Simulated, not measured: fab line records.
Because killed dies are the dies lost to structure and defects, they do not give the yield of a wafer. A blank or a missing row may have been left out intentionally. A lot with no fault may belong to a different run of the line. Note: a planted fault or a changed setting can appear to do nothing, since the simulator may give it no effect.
Which of the tools did it? / flow gf180mcu / Sampling: 13 lots, 39 wafers, 3 of 602 route steps

WHAT THE GAUGES SHOWED, per wafer
GF_V4_CD_MEAS_14: the cd target is 260 nm. Usual: cd-nm 259.8 nm, standard deviation 1.4.
lot=L409; measured=day 24 07:52; on=cd-sem-01; cd-nm (nm)=261.3 261.0 261.1; flag=
lot=L410; measured=day 24 23:14; on=cd-sem-02; cd-nm (nm)=260.8 259.6 259.8; flag=
lot=L412; measured=day 25 09:01; on=cd-sem-01; cd-nm (nm)=257.9 257.9 260.8; flag=
lot=L413; measured=day 25 20:31; on=cd-sem-02; cd-nm (nm)=259.2 260.0 260.0; flag=
lot=L414; measured=day 26 03:25; on=cd-sem-02; cd-nm (nm)=258.9 260.2 260.1; flag=
lot=L419; measured=day 27 22:26; on=cd-sem-01; cd-nm (nm)=261.3 260.5 260.1; flag=
lot=L421; measured=day 28 04:29; on=cd-sem-01; cd-nm (nm)=261.9 261.9 262.1; flag=
lot=L424; measured=day 29 16:46; on=cd-sem-01; cd-nm (nm)=258.9 260.0 259.1; flag=
lot=L425; measured=day 29 17:22; on=cd-sem-01; cd-nm (nm)=259.4 259.6 259.5; flag=
lot=L426; measured=day 29 19:45; on=cd-sem-01; cd-nm (nm)=260.5 259.1 262.3; flag=
lot=L427; measured=day 30 07:49; on=cd-sem-01; cd-nm (nm)=258.7 259.4 258.6; flag=
lot=L430; measured=day 30 17:46; on=cd-sem-01; cd-nm (nm)=260.8 258.5 261.5; flag=
lot=L432; measured=day 31 08:40; on=cd-sem-02; cd-nm (nm)=260.2 261.1 262.2; flag=

GF_MIM_THK_MEAS_06. Usual: MIM_CVD_05_THK gives 42.1 nm (standard deviation 0.47).
lot=L409; measured=day 24 09:40; on=film-metro-03; MIM_CVD_05_THK (nm)=41.8 42.5 42.2; flag=
lot=L410; measured=day 25 01:00; on=film-metro-02; MIM_CVD_05_THK (nm)=41.6 41.4 41.8; flag=
lot=L412; measured=day 25 10:47; on=film-metro-03; MIM_CVD_05_THK (nm)=42.0 42.1 42.1; flag=
lot=L413; measured=day 25 22:15; on=film-metro-03; MIM_CVD_05_THK (nm)=41.6 42.4 42.9; flag=
lot=L414; measured=day 26 05:12; on=film-metro-04; MIM_CVD_05_THK (nm)=41.9 42.2 42.4; flag=
lot=L419; measured=day 28 00:12; on=film-metro-02; MIM_CVD_05_THK (nm)=41.5 41.5 42.6; flag=
lot=L421; measured=day 28 06:15; on=film-metro-04; MIM_CVD_05_THK (nm)=42.3 42.0 42.5; flag=
lot=L424; measured=day 29 18:35; on=film-metro-03; MIM_CVD_05_THK (nm)=42.8 42.2 42.5; flag=
lot=L425; measured=day 29 19:08; on=film-metro-03; MIM_CVD_05_THK (nm)=42.4 42.7 42.5; flag=
lot=L426; measured=day 29 21:31; on=film-metro-02; MIM_CVD_05_THK (nm)=42.0 42.1 42.7; flag=
lot=L427; measured=day 30 09:35; on=film-metro-04; MIM_CVD_05_THK (nm)=41.4 41.3 41.3; flag=
lot=L430; measured=day 30 19:32; on=film-metro-04; MIM_CVD_05_THK (nm)=41.1 42.2 41.8; flag=
lot=L432; measured=day 31 10:26; on=film-metro-02; MIM_CVD_05_THK (nm)=41.4 41.5 41.5; flag=

EACH LOT AND THE TOOL THAT RAN IT (in order: tool; ch and the chambers of the sampled wafers; start)
lot=L409; GF_M4_STRIP_18=wet-bench-01 ch 3, day 23 08:06
lot=L410; GF_M4_STRIP_18=wet-bench-02 ch 2, day 23 23:57
lot=L412; GF_M4_STRIP_18=wet-bench-01 ch 0, day 24 10:15
lot=L413; GF_M4_STRIP_18=wet-bench-02 ch 2, day 24 22:32
lot=L414; GF_M4_STRIP_18=wet-bench-02 ch 0, day 25 05:14
lot=L419; GF_M4_STRIP_18=wet-bench-02 ch 0, day 27 00:14
lot=L421; GF_M4_STRIP_18=wet-bench-01 ch 0, day 27 07:35
lot=L424; GF_M4_STRIP_18=wet-bench-02 ch 1, day 28 20:56
lot=L425; GF_M4_STRIP_18=wet-bench-02 ch 2, day 28 21:47
lot=L426; GF_M4_STRIP_18=wet-bench-04 ch 2, day 28 23:50
lot=L427; GF_M4_STRIP_18=wet-bench-04 ch 3, day 29 12:11
lot=L430; GF_M4_STRIP_18=wet-bench-04 ch 3, day 29 22:44
lot=L432; GF_M4_STRIP_18=wet-bench-01 ch 3, day 30 14:23
- GF_M4_STRIP_18: strips in post etch residue remover, time 1200 s.

AS READ BY THE TOOLS THEMSELVES (means over the sampled wafers that have a number; for cases with no such wafer, the mark the record gives instead)
The record holds no such reading with a usual standard deviation.

THE ANSWER, worked out from the rows above alone
Rule: a lot is off if the mean of its wafers that have a number lies more than 3 standard deviations from the usual mean. A lot without any number at a reading at which 4 lots or more have one is off too. Any other lot the step has rows for is counted as sound. After the gauges, taken in route order, come the tools' own readings; for these a lot's mean is taken, as printed above. At the first step where some lot is off, the reading lying furthest off is the one used; lots without a number count as furthest.
Across all readings shown, no lot is off: no conclusion can be drawn from this.

WHAT THE SIMULATOR HAD PUT IN
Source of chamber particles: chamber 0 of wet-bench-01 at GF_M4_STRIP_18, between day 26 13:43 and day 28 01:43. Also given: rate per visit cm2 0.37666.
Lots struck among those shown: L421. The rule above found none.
